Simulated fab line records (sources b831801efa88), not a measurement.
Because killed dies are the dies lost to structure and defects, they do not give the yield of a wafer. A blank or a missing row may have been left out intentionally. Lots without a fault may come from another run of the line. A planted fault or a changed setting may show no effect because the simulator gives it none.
fab line records	flow gf180mcu
record: lots: 13	wafers: 39	lastDay: 34
route steps=602 shown DUAL_GATE@154 POLY_GATE@175 HV_LDD@224 PSD@256
lots that met no fault: taken from a fault-free run of the same line
startH: hours from the record's first day to the start of the lot's first wafer shown	waitH: how many hours have passed since the lot's step before this one	" as in the row above	L1.1+2: a row that stands for several wafers	- no value present, or no start provided	* or withheld: withheld	< > ~ a bound
route shown NAME@n: NAME is a module with steps in the file, n the number in the route of the first one	usual: mean/standard deviation of fault-free wafers	same: alike in all rows	chamber/n: place in a boat	sites: the reading at each site	_std_site: how widely they spread, as a standard deviation	_edge_site: inner sites' mean taken away from outer sites' mean	radiusMm: how far each site lies from the wafer's centre	mask NAME#n: copy n	behind: tool/chamber where the wafer was last shaped	hold: reason for holding the lot/hours on hold/outcome of the hold	device: names the non-switching transistor (n, p or np)	end of line: at the end of the route, the tests of the same wafers	for a step that has no rows: nothing shown but its recipe	killed: dies that structure and defects cost at the first sort, which is not the same as the wafer's yield	map: dies across one wafer; x = killed, . = not, _ = none there
set.NAME: the run value of the setting; set.NAME@STEP: its run value at that earlier step	model.NAME: the simulator's own value behind a step, which no gauge read
one table for each step of the route and one row for each wafer, over a sample of lots
services: when a tool's chamber went out of use (startH, in hours from the record's first day, below 0 if earlier), for how many hours, and the reason
== steps ==
step: GF_DUAL_GATE_STRIP_13
recipe: chemistry: O2/N2	powerW: 1400	pressureMtorr: 1500	platenTempC: 250	o2FlowSccm: 3000	n2FlowSccm: 300	overashFraction: 0.5
usual: drypumpMotorCurrentA: 5.9/0.32	heaterPowerW: 370/35	oesProductAu: 0.717/0.0041	stripTimeToEndpointS: 12.62/0.04
lot.wafer	tool	chamber	startH	waitH	drypumpMotorCurrentA	heaterPowerW	oesProductAu	rfHoursCounterH	stripTimeToEndpointS
L723.2	plasmaAsher-04	0	183.35	0.0	6.2	415	0.716	53	12.63
L723.3	"	1	"	"	6.1	323	0.722	-	12.70
L723.6	"	1	"	"	6.1	318	0.717	-	12.66
L725.1	plasmaAsher-01	0	194.14	0.0	5.9	410	0.716	55	12.57
L725.4	"	1	"	"	5.6	373	0.717	-	12.64
L725.6	"	1	"	"	5.6	376	0.714	-	12.59
L726.3	plasmaAsher-03	1	204.13	0.0	6.1	335	0.722	-	12.61
L726.4	"	0	"	"	5.3	371	0.710	-	12.58
L726.6	"	0	"	"	5.3	362	0.716	-	12.57
L727.3	plasmaAsher-01	1	207.71	0.0	5.5	376	0.712	-	12.53
L727.5	"	0	"	"	5.9	416	0.717	-	12.55
L727.6	"	1	"	"	5.5	376	0.721	-	12.54
L729.2	plasmaAsher-01	1	226.63	0.0	5.6	373	0.723	58	12.61
L729.5	"	1	"	"	5.6	369	0.715	-	12.60
L729.6	"	0	"	"	5.9	408	0.723	-	12.59
L731.2	plasmaAsher-01	0	237.01	0.0	5.9	408	0.718	59	12.67
L731.3	"	0	"	"	5.9	423	0.714	-	12.68
L731.4	"	1	"	"	5.5	372	0.724	-	12.65
L735.1	plasmaAsher-03	1	263.61	0.0	6.1	330	0.711	48	12.66
L735.3	"	1	"	"	6.1	330	0.725	-	12.67
L735.5	"	1	"	"	6.0	325	0.723	-	12.69
L737.1	plasmaAsher-04	1	279.02	0.0	6.1	319	0.717	63	12.63
L737.5	"	1	"	"	6.0	322	0.722	-	12.67
L737.6	"	0	"	"	6.3	396	0.721	-	12.67
L739.2	plasmaAsher-04	1	299.16	0.0	6.0	322	0.714	66	12.61
L739.4	"	1	"	"	6.0	313	0.713	-	12.67
L739.6	"	1	"	"	6.1	315	0.723	-	12.64
L740.2	plasmaAsher-01	0	305.44	0.0	5.9	408	0.713	67	12.63
L740.4	"	1	"	"	5.6	382	0.719	-	12.62
L740.6	"	0	"	"	5.9	408	0.716	-	12.61
L742.2	plasmaAsher-03	0	317.26	0.0	5.3	358	0.717	50	12.53
L742.4	"	0	"	"	5.3	360	0.717	-	12.55
L742.5	"	0	"	"	5.4	353	0.713	-	12.57
L743.1	plasmaAsher-01	0	322.68	0.0	5.8	412	0.715	69	12.59
L743.2	"	1	"	"	5.6	390	0.722	69	12.61
L743.3	"	1	"	"	5.6	368	0.718	-	12.58
L745.1	plasmaAsher-04	0	339.46	0.0	6.3	407	0.717	70	12.62
L745.3	"	0	"	"	6.2	410	0.717	-	12.61
L745.5	"	0	"	"	6.2	414	0.709	-	12.60
step: GF_POLY_GATE_CD_MEAS_18
usual: cdNm: 280.5/1.8
lot.wafer	tool	chamber	startH	waitH	cdNm
L723.2	cdSem-02	-	205.50	0.1	279.0
L723.3	"	-	"	"	283.4
L723.6	"	-	"	"	281.1
L725.1	cdSem-02	-	216.32	0.1	276.1
L725.4	"	-	"	"	277.5
L725.6	"	-	"	"	277.4
L726.3	cdSem-02	-	227.88	0.1	275.9
L726.4	"	-	"	"	281.9
L726.6	"	-	"	"	279.3
L727.3	cdSem-02	-	232.88	0.1	281.0
L727.5	"	-	"	"	278.8
L727.6	"	-	"	"	282.8
L729.2	cdSem-02	-	251.41	0.1	283.3
L729.5	"	-	"	"	283.4
L729.6	"	-	"	"	281.4
L731.2	cdSem-01	-	261.67	0.1	280.6
L731.3	"	-	"	"	280.0
L731.4	"	-	"	"	278.1
L735.1	cdSem-02	-	292.46	0.1	282.6
L735.3	"	-	"	"	282.7
L735.5	"	-	"	"	283.1
L737.1	cdSem-01	-	310.60	0.1	279.4
L737.5	"	-	"	"	282.0
L737.6	"	-	"	"	283.2
L739.2	cdSem-02	-	334.16	0.1	281.2
L739.4	"	-	"	"	282.0
L739.6	"	-	"	"	283.7
L740.2	cdSem-02	-	338.45	0.1	278.8
L740.4	"	-	"	"	281.1
L740.6	"	-	"	"	278.5
L742.2	cdSem-01	-	347.52	0.1	282.0
L742.4	"	-	"	"	281.0
L742.5	"	-	"	"	282.4
L743.1	cdSem-01	-	352.34	0.1	278.7
L743.2	"	-	"	"	280.9
L743.3	"	-	"	"	280.2
L745.1	cdSem-01	-	367.82	0.1	280.6
L745.3	"	-	"	"	278.9
L745.5	"	-	"	"	281.3
step: GF_HV_LDD_IMPLANT_48
recipe: species: B	energyKev: 25	doseCm2: 3e+13	tiltDeg: 7
usual: beamEnergyKeV: 25.000/0.0076	doseIonsCm2: 2.999e+13/3.6e+10	endStationPressureTorr: 5.15e-06/2.5e-07	tiltDeg: 7.002/0.017
same: implantIonAmu: 11
lot.wafer	tool	chamber	startH	waitH	beamEnergyKeV	doseIonsCm2	endStationPressureTorr	tiltDeg
L723.2	implanter-02	0	280.73	0.0	24.988	3e+13	5e-06	7.022
L723.3	"	0	"	"	25.003	2.998e+13	5.32e-06	7.006
L723.6	"	0	"	"	24.994	2.997e+13	5.38e-06	6.999
L725.1	implanter-02	0	292.17	0.0	25.005	3.002e+13	5.23e-06	7.015
L725.4	"	0	"	"	25.002	3.007e+13	5.15e-06	7.015
L725.6	"	0	"	"	24.986	3.003e+13	4.7e-06	7.014
L726.3	implanter-03	0	302.47	0.1	24.997	3.001e+13	5.15e-06	6.984
L726.4	"	0	"	"	25.001	2.996e+13	4.96e-06	6.988
L726.6	"	0	"	"	24.993	2.997e+13	4.91e-06	7.006
L727.3	implanter-02	0	309.70	0.1	25.007	2.995e+13	4.91e-06	-0.025
L727.5	"	0	"	"	25.004	2.995e+13	5.06e-06	0.001
L727.6	"	0	"	"	25.007	2.998e+13	5.33e-06	-0.006
L729.2	implanter-03	0	330.25	0.0	24.996	3.002e+13	5.22e-06	7.024
L729.5	"	0	"	"	25.005	2.998e+13	5.71e-06	6.962
L729.6	"	0	"	"	24.991	3e+13	5.05e-06	7.004
L731.2	implanter-02	0	341.65	0.0	24.987	2.992e+13	5.33e-06	-0.018
L731.3	"	0	"	"	24.981	3e+13	5.22e-06	-0.011
L731.4	"	0	"	"	25.003	2.997e+13	5.46e-06	0.007
L735.1	implanter-01	0	378.07	0.0	25.009	2.999e+13	5.45e-06	6.990
L735.3	"	0	"	"	25.000	3.001e+13	5.29e-06	7.013
L735.5	"	0	"	"	25.001	3.002e+13	5.19e-06	7.018
L737.1	implanter-01	0	398.67	0.0	24.990	3.005e+13	5.12e-06	7.057
L737.5	"	0	"	"	24.986	3.008e+13	5.05e-06	7.026
L737.6	"	0	"	"	25.002	3.005e+13	5.44e-06	7.028
L739.2	implanter-01	0	426.55	0.0	25.007	2.995e+13	5.6e-06	6.970
L739.4	"	0	"	"	24.991	2.998e+13	5.24e-06	6.979
L739.6	"	0	"	"	25.002	2.995e+13	4.77e-06	6.977
L740.2	implanter-01	0	428.80	0.0	25.010	2.999e+13	5.22e-06	7.004
L740.4	"	0	"	"	25.002	2.996e+13	5.19e-06	6.994
L740.6	"	0	"	"	24.997	3.004e+13	4.97e-06	6.998
L742.2	implanter-02	0	439.87	0.0	25.017	2.997e+13	5.42e-06	6.989
L742.4	"	0	"	"	25.010	3.002e+13	4.98e-06	6.990
L742.5	"	0	"	"	25.004	3.005e+13	5.03e-06	7.032
L743.1	implanter-03	0	445.82	0.0	25.005	2.998e+13	5.17e-06	6.991
L743.2	"	0	"	"	24.994	3e+13	5.01e-06	6.999
L743.3	"	0	"	"	25.004	2.997e+13	5.54e-06	7.004
L745.1	implanter-02	0	465.87	0.0	25.016	2.997e+13	5.34e-06	6.987
L745.3	"	0	"	"	25.003	2.994e+13	5.06e-06	7.029
L745.5	"	0	"	"	25.009	2.998e+13	5.12e-06	7.003
step: GF_HV_LDD_TW_MEAS_50
usual: HV_LDD_4_TW: 571/5.6
lot.wafer	tool	chamber	startH	waitH	HV_LDD_4_TW
L723.2	filmMetro-04	-	280.96	0.1	577
L723.3	"	-	"	"	576
L723.6	"	-	"	"	577
L725.1	filmMetro-03	-	292.42	0.1	568
L725.4	"	-	"	"	568
L725.6	"	-	"	"	572
L726.3	filmMetro-03	-	302.69	0.1	571
L726.4	"	-	"	"	568
L726.6	"	-	"	"	569
L727.3	filmMetro-04	-	309.92	0.1	508
L727.5	"	-	"	"	513
L727.6	"	-	"	"	512
L729.2	filmMetro-04	-	330.48	0.1	581
L729.5	"	-	"	"	580
L729.6	"	-	"	"	580
L731.2	filmMetro-01	-	341.88	0.1	504
L731.3	"	-	"	"	508
L731.4	"	-	"	"	509
L735.1	filmMetro-01	-	378.32	0.1	564
L735.3	"	-	"	"	566
L735.5	"	-	"	"	568
L737.1	filmMetro-03	-	398.92	0.1	568
L737.5	"	-	"	"	569
L737.6	"	-	"	"	572
L739.2	filmMetro-03	-	426.78	0.1	576
L739.4	"	-	"	"	578
L739.6	"	-	"	"	578
L740.2	filmMetro-01	-	429.03	0.1	565
L740.4	"	-	"	"	563
L740.6	"	-	"	"	563
L742.2	filmMetro-03	-	440.11	0.1	582
L742.4	"	-	"	"	580
L742.5	"	-	"	"	580
L743.1	filmMetro-01	-	446.07	0.1	566
L743.2	"	-	"	"	568
L743.3	"	-	"	"	565
L745.1	filmMetro-03	-	466.12	0.1	580
L745.3	"	-	"	"	579
L745.5	"	-	"	"	581
step: GF_PSD_OVL_MEAS_08
usual: PSD_OVL: -0.4/1.4
lot.wafer	tool	chamber	startH	waitH	PSD_OVL[nm]
L723.2	overlay-01	-	322.07	0.1	0.5
L723.3	"	-	"	"	2.3
L723.6	"	-	"	"	-0.8
L725.1	overlay-01	-	334.66	0.1	0.3
L725.4	"	-	"	"	-1.3
L725.6	"	-	"	"	-0.3
L726.3	overlay-02	-	345.78	0.1	-1.4
L726.4	"	-	"	"	1.0
L726.6	"	-	"	"	-0.8
L727.3	overlay-01	-	355.60	0.1	-0.8
L727.5	"	-	"	"	-0.8
L727.6	"	-	"	"	0.3
L729.2	overlay-01	-	377.47	0.1	0.3
L729.5	"	-	"	"	-1.0
L729.6	"	-	"	"	-1.1
L731.2	overlay-01	-	391.09	0.1	0.9
L731.3	"	-	"	"	0.2
L731.4	"	-	"	"	0.8
L735.1	overlay-01	-	429.29	0.1	1.1
L735.3	"	-	"	"	1.6
L735.5	"	-	"	"	0.0
L737.1	overlay-02	-	450.96	0.1	-2.1
L737.5	"	-	"	"	-1.7
L737.6	"	-	"	"	-3.1
L739.2	overlay-02	-	481.22	0.1	-1.7
L739.4	"	-	"	"	-1.5
L739.6	"	-	"	"	-2.8
L740.2	overlay-01	-	484.12	0.1	0.5
L740.4	"	-	"	"	1.4
L740.6	"	-	"	"	-0.6
L742.2	overlay-02	-	492.44	0.1	0.7
L742.4	"	-	"	"	-1.1
L742.5	"	-	"	"	0.3
L743.1	overlay-02	-	497.59	0.1	-1.3
L743.2	"	-	"	"	-1.7
L743.3	"	-	"	"	0.8
L745.1	overlay-02	-	516.01	0.1	0.7
L745.3	"	-	"	"	0.2
L745.5	"	-	"	"	0.3
== services ==
tool	chamber	startH	hours	kind
plasmaAsher-01	-	170.09	1.5	repair
plasmaAsher-03	-	173.56	0.5	repair
plasmaAsher-03	-	176.81	2.4	repair
implanter-02	-	210.45	2.3	repair
implanter-01	-	218.23	1.8	repair
implanter-01	-	221.38	2.5	pm
implanter-03	-	255.34	2.7	pm
plasmaAsher-03	-	266.85	33.5	repair
plasmaAsher-04	-	317.19	0.8	repair
implanter-02	-	322.56	7.7	repair
implanter-03	-	328.12	1.6	repair
implanter-01	-	330.13	2.0	repair
implanter-02	-	336.15	2.7	pm
plasmaAsher-04	-	372.44	2.8	pm
implanter-02	-	389.62	2.5	pm
plasmaAsher-01	-	421.25	9.0	pm
plasmaAsher-01	0	421.25	9.0	ventCycle
plasmaAsher-01	1	421.25	9.0	ventCycle
plasmaAsher-01	0	430.25	-	clean
plasmaAsher-01	1	430.25	-	clean
implanter-03	-	442.80	3.0	repair
implanter-02	-	453.12	11.3	pm
implanter-03	-	465.46	3.2	pm
== key ==
firstSign: step: GF_HV_LDD_IMPLANT_48	reading: tiltDeg	direction: down	sigmas: 99+	usual: 7.002	struck: -0.009
effect: step: GF_HV_LDD_TW_MEAS_50	reading: HV_LDD_4_TW	direction: down	sigmas: 11	usual: 571	struck: 509
metAt GF_HV_LDD_IMPLANT_48
struckLots L727,L731
testerLeftOut L727,L731
notActingAt GF_DUAL_GATE_STRIP_13,GF_POLY_GATE_CD_MEAS_18,GF_PSD_OVL_MEAS_08
onsetBetween 292.17 309.70
fault: kind: processParameterDrift	tool: implanter-02	chamber: -	onsetH: 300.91	steps: GF_HV_LDD_IMPLANT_48	channel: tiltDeg	offset: -7	shape: step	endH: 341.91	actsIn: theseRecipesOnly	stated: 7
testerLeftOut: of these lots the tester's yield and bins aren't shown, on N5 and GAA mostly nor the transistor test; their killed dies are dies lost to structure and defects alone, not to doping, threshold or leakage, so they don't give the yield
